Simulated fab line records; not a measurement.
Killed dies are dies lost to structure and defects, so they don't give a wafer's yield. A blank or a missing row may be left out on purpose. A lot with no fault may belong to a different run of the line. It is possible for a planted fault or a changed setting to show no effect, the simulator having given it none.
Which of the tools did it? -- flow sky130 -- Sampling: 12 lots, 36 wafers, 5 of 708 route steps

== WHAT THE GAUGES READ, wafer by wafer ==
No reading from a measuring or inspecting step in the record can be judged against a usual standard deviation.

== WHICH TOOL RAN EACH LOT (tool, then ch and the chambers of the sampled wafers, then the start) ==
lot,SKY_VIA2_SPUTTER_20,SKY_VIA2_CMP_24,SKY_METAL3_SPUTTER_02,SKY_CAPM_CVD_00,SKY_PAD_OPEN_PROBE_99
L708,"pvdSputter-03, day 36 13:19","cmp-02 ch 0,1,2, day 36 13:47","pvdSputter-01, day 36 14:17","pecvd-04 ch 0,1,2, day 36 14:23","prober-02, day 45 23:55"
L709,"pvdSputter-03, day 36 17:10","cmp-01 ch 0,2,3, day 36 17:32","pvdSputter-01, day 36 17:53","pecvd-03 ch 1,2, day 36 17:59","prober-01, day 46 03:34"
L710,"pvdSputter-03, day 37 01:49","cmp-01 ch 0,3, day 37 02:14","pvdSputter-02, day 37 02:32","pecvd-03 ch 0,1,2, day 37 02:39","prober-02, day 46 08:44"
L711,"pvdSputter-02, day 37 06:46","cmp-01 ch 0,1, day 37 07:11","pvdSputter-01, day 37 07:29","pecvd-04 ch 0,1, day 37 07:35","prober-01, day 46 15:29"
L712,"pvdSputter-04, day 37 19:14","cmp-01 ch 0,3, day 37 19:40","pvdSputter-02, day 37 19:58","pecvd-02 ch 0,2, day 37 20:04","prober-02, day 47 01:04"
L714,"pvdSputter-02, day 38 09:13","cmp-02 ch 0,2, day 38 09:35","pvdSputter-04, day 38 09:56","pecvd-04 ch 0,1, day 38 10:02","prober-01, day 47 09:40"
L720,"pvdSputter-02, day 40 11:31","cmp-01 ch 1,2,3, day 40 11:53","pvdSputter-02, day 40 12:14","pecvd-04 ch 0,1,2, day 40 12:20","prober-02, day 49 03:13"
L721,"pvdSputter-02, day 40 20:31","cmp-02 ch 0,2,3, day 40 21:16","pvdSputter-01, day 40 21:31","pecvd-02 ch 0,2, day 40 21:37","prober-01, day 49 08:27"
L723,"pvdSputter-03, day 41 04:52","cmp-02 ch 0,1,3, day 41 05:17","pvdSputter-02, day 41 05:35","pecvd-02 ch 0,1,2, day 41 05:41","prober-01, day 49 14:52"
L727,"pvdSputter-03, day 42 08:04","cmp-02 ch 0,3, day 42 08:26","pvdSputter-01, day 42 08:47","pecvd-02 ch 1,2, day 42 08:53","prober-01, day 50 09:29"
L729,"pvdSputter-04, day 42 22:43","cmp-01 ch 0,1,3, day 42 23:11","pvdSputter-01, day 42 23:26","pecvd-03 ch 0,2, day 42 23:32","prober-01, day 50 21:14"
L730,"pvdSputter-04, day 43 02:46","cmp-02 ch 0,1,3, day 43 03:17","pvdSputter-02, day 43 03:29","pecvd-04 ch 0,2, day 43 03:35","prober-01, day 51 00:14"
- SKY_VIA2_SPUTTER_20: material TiN, target thk 20 nm, time 80 s.
- SKY_VIA2_CMP_24: polishes, stops on SiO2, t overpolish 20 s, target thk 0 nm.
- SKY_METAL3_SPUTTER_02: material AlCu, target thk 735 nm, time 39.1 s.
- SKY_CAPM_CVD_00: deposits SiO2, target thk 15.5 nm.
- SKY_PAD_OPEN_PROBE_99

== WHAT THE TOOLS THEMSELVES READ (means of the sampled wafers that have a number; where no wafer has one, the mark that the record gives instead) ==
SKY_VIA2_SPUTTER_20. Usual: cathodeDcPowerW 4000.1 W, standard deviation 0.69; throttleValvePct 30.0 %, standard deviation 0.93.
lot,tool,cathodeDcPowerW (W),throttleValvePct (%),flag
L708,pvdSputter-03,4000.1,29.7,
L709,pvdSputter-03,4000.2,29.3,
L710,pvdSputter-03,4000.1,29.9,
L711,pvdSputter-02,3999.9,30.1,
L712,pvdSputter-04,4000.4,30.9,
L714,pvdSputter-02,3999.9,29.6,
L720,pvdSputter-02,3683.2,30.4,OFF
L721,pvdSputter-02,3842.0,29.7,OFF
L723,pvdSputter-03,3999.9,29.2,
L727,pvdSputter-03,4000.0,29.7,
L729,pvdSputter-04,4000.3,31.3,
L730,pvdSputter-04,3999.8,31.4,

SKY_VIA2_CMP_24. Usual: motorCurrentA 10.5 A, standard deviation 0.92; platenRpm 60.00 rpm, standard deviation 0.043.
lot,tool,motorCurrentA (A),platenRpm (rpm),flag
L708,cmp-02,10.1,59.99,
L709,cmp-01,10.5,59.99,
L710,cmp-01,11.0,60.02,
L711,cmp-01,11.7,60.05,
L712,cmp-01,10.1,60.00,
L714,cmp-02,9.8,60.02,
L720,cmp-01,10.1,60.03,
L721,cmp-02,10.2,59.99,
L723,cmp-02,10.6,60.03,
L727,cmp-02,10.4,59.98,
L729,cmp-01,10.8,59.98,
L730,cmp-02,10.7,60.02,

SKY_METAL3_SPUTTER_02. Usual: cathodeDcPowerW 10600 W, standard deviation 1.9; throttleValvePct 29.9 %, standard deviation 0.85.
lot,tool,cathodeDcPowerW (W),throttleValvePct (%),flag
L708,pvdSputter-01,10601,29.3,
L709,pvdSputter-01,10599,29.5,
L710,pvdSputter-02,10603,30.3,
L711,pvdSputter-01,10600,29.3,
L712,pvdSputter-02,10601,30.4,
L714,pvdSputter-04,10602,29.8,
L720,pvdSputter-02,10600,29.9,
L721,pvdSputter-01,10600,29.1,
L723,pvdSputter-02,10602,30.1,
L727,pvdSputter-01,10599,29.8,
L729,pvdSputter-01,10599,29.4,
L730,pvdSputter-02,10597,30.1,

SKY_CAPM_CVD_00. Usual: heaterPowerW 748 W, standard deviation 68.
lot,tool,heaterPowerW (W),flag
L708,pecvd-04,811,
L709,pecvd-03,688,
L710,pecvd-03,704,
L711,pecvd-04,869,
L712,pecvd-02,722,
L714,pecvd-04,842,
L720,pecvd-04,820,
L721,pecvd-02,714,
L723,pecvd-02,692,
L727,pecvd-02,725,
L729,pecvd-03,734,
L730,pecvd-04,787,

SKY_PAD_OPEN_PROBE_99. Usual: defectLimitedYield 82.5 %, standard deviation 1.9; killed_at_M0_to_M3 44, standard deviation 7.2; killed_at_M4_up 2.9, standard deviation 1.8; killedAtContacts 24, standard deviation 5.6; killedAtFrontEnd 15, standard deviation 4.2; killedAtOther 0.4, standard deviation 0.71; killedDies 86, standard deviation 9.2; killedOpen 47, standard deviation 7.2; killedShort 39, standard deviation 5.7; sort_bin_3_pad_short 0.9 %, standard deviation 0.4; sort_bin_5_function 10.2 %, standard deviation 1.6; sort_bin_6_memory 6.4 %, standard deviation 1.2; sortNPass 406, standard deviation 9.2; sortYieldPct 82.5 %, standard deviation 1.9.
lot,tool,defectLimitedYield (%),killed_at_M0_to_M3,killed_at_M4_up,killedAtContacts,killedAtFrontEnd,killedAtOther,killedDies,killedOpen,killedShort,sort_bin_3_pad_short (%),sort_bin_5_function (%),sort_bin_6_memory (%),sortNPass,sortYieldPct (%),flag
L708,prober-02,79.7,50,2.3,27,19,1.0,100,53,45,0.7,12.5,7.0,392,79.7,
L709,prober-01,80.3,46,2.7,28,21,0.0,97,58,39,0.7,11.3,7.8,395,80.3,
L710,prober-02,82.0,46,3.3,19,19,0.7,88,47,40,1.0,10.2,6.7,404,82.0,
L711,prober-01,83.7,40,2.0,23,15,0.3,80,45,35,1.0,9.7,5.6,412,83.7,
L712,prober-02,81.2,46,2.0,28,16,0.0,92,45,48,1.1,11.8,5.9,400,81.2,
L714,prober-01,83.3,39,3.3,23,17,0.3,82,46,36,0.3,10.5,5.9,410,83.3,
L720,prober-02,82.2,37,4.0,25,22,0.3,88,42,43,0.4,11.5,5.9,404,82.2,
L721,prober-01,81.7,45,3.3,25,16,0.3,90,51,39,0.8,10.5,7.0,402,81.7,
L723,prober-01,79.5,50,3.3,32,15,0.3,101,61,40,1.0,11.7,7.8,391,79.5,
L727,prober-01,81.6,47,3.0,27,13,0.0,91,53,37,0.9,9.8,7.8,401,81.6,
L729,prober-01,83.2,44,2.3,20,16,0.3,83,48,35,0.9,10.1,5.8,409,83.2,
L730,prober-01,82.8,36,5.3,29,15,0.3,85,48,35,0.9,9.6,6.7,407,82.8,

== THE ANSWER, worked out from the rows above alone ==
Rule: a lot is off if the mean of its wafers that have a number lies more than 3 standard deviations from the usual mean. A lot without any number at a reading at which 4 lots or more have one is off too. The other lots that the step has rows for count as sound. After the gauges, taken in route order, come the tools' own readings; for these a lot's mean is taken, as printed above. The first step at which some lot is off is used, and at that step the reading that is off furthest; a lot without a number counts as furthest.
Off: L720, L721 (SKY_VIA2_SPUTTER_20, cathodeDcPowerW).
A tool fits if, at that step or a process step before it, it ran every lot that is off, and no sound lot after the first of them. One fits: SKY_VIA2_SPUTTER_20 on pvdSputter-02. Its last sound lot is L714 (day 38 09:13), its first lot that is off L720 (day 40 11:31): a fault that began between those two fits.
On the lots that are off, the tool's own readings at SKY_VIA2_SPUTTER_20 differ by more than 5 times the standard deviation of the sound lots' means, which bears it out; cathodeDcPowerW reads 3762.6 W there versus 4000.1 W on the sound lots.

== WHAT THE SIMULATOR HAD PUT IN ==
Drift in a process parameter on pvdSputter-02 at SKY_VIA2_SPUTTER_20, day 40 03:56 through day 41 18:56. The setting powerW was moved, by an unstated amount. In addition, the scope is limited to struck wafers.
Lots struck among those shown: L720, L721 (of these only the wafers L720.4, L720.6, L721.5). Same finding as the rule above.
